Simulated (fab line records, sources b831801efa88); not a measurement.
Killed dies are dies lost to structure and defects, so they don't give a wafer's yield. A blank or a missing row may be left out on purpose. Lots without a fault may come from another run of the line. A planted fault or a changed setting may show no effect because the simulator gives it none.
Which tool did it? | flow gf180mcu | 6 lots, 18 wafers sampled, at 5 steps of a route of 602

WHAT THE GAUGES READ, wafer by wafer
GF_M3_RS_MEAS_05: measures by four-point-probe.
lot  | measured     | on            | M3_ALCU_RS (ohm/sq)
L217 | day 20 22:04 | film_metro-01 | 0.0699 0.0696 0.0703
L220 | day 22 05:31 | film_metro-02 | 0.0701 0.0697 0.0703
L224 | day 23 17:55 | film_metro-01 | 0.0686 0.0691 0.0683
L232 | day 26 10:08 | film_metro-02 | 0.0703 0.0707 0.0697 0.0703 0.0707 0.0697
L235 | day 27 06:14 | film_metro-01 | 0.0695 0.0695 0.0685
L238 | day 28 01:23 | film_metro-02 | 0.0712 0.0714 0.0711

WHICH TOOL RAN EACH LOT (tool, then ch and the chambers of the sampled wafers, then the start)
lot  | GF_M2_SPUTTER_03             | GF_V2_ETCH_17                                 | GF_V2_SPUTTER_21             | GF_M3_SPUTTER_04
L217 | pvd_sputter-04, day 18 18:41 | rie_diel-02 ch 0,1,2, day 20 21:08 or earlier | pvd_sputter-03, day 20 21:08 | pvd_sputter-02, day 20 22:01
L220 | pvd_sputter-02, day 20 02:18 | rie_diel-02 ch 0,3, day 22 04:35 or earlier   | pvd_sputter-01, day 22 04:35 | pvd_sputter-02, day 22 05:27
L224 | pvd_sputter-04, day 21 15:49 | rie_diel-03 ch 1,2,3, day 23 17:01 or earlier | pvd_sputter-01, day 23 17:01 | pvd_sputter-01, day 23 17:53
L232 | pvd_sputter-04, day 24 12:46 | rie_diel-02 ch 1,2,3, day 26 09:10 or earlier | pvd_sputter-01, day 26 09:10 | pvd_sputter-02, day 26 10:05
L235 | pvd_sputter-02, day 25 07:56 | rie_diel-02 ch 0,1, day 27 05:19 or earlier   | pvd_sputter-03, day 27 05:19 | pvd_sputter-04, day 27 06:11
L238 | pvd_sputter-02, day 26 05:51 | rie_diel-02 ch 1,2, day 28 00:22 or earlier   | pvd_sputter-03, day 28 00:22 | pvd_sputter-04, day 28 01:19
- GF_M2_SPUTTER_03: material Ti, target thk 10 nm, time 6.7 s.
- GF_V2_ETCH_17: etches SiO2 in C4F8/O2/Ar, stops on TiN, target depth 630 nm.
- GF_V2_SPUTTER_21: material Ti, target thk 15 nm, time 80.02 s.
- GF_M3_SPUTTER_04: material TiN, target thk 50 nm, time 41.7 s.

THE ANSWER, worked out from the rows above alone
Rule: what is usual is taken from the lots themselves. Put in order of their means at a reading, lots are off if they are a third of the lots or fewer, leave a main group of 4 or more, and stand apart from it by a gap of 3 or more times the standard deviation of the main group's means; of several such gaps the widest counts. A main group whose means are all the same, to the digits that the tables above print for the reading, isn't used. A lot without any number at a reading at which 4 lots or more have one is off too. The other lots that the step has rows for count as sound.
No lot is off at any reading shown: from this, nothing can be told.

WHAT THE SIMULATOR HAD PUT IN
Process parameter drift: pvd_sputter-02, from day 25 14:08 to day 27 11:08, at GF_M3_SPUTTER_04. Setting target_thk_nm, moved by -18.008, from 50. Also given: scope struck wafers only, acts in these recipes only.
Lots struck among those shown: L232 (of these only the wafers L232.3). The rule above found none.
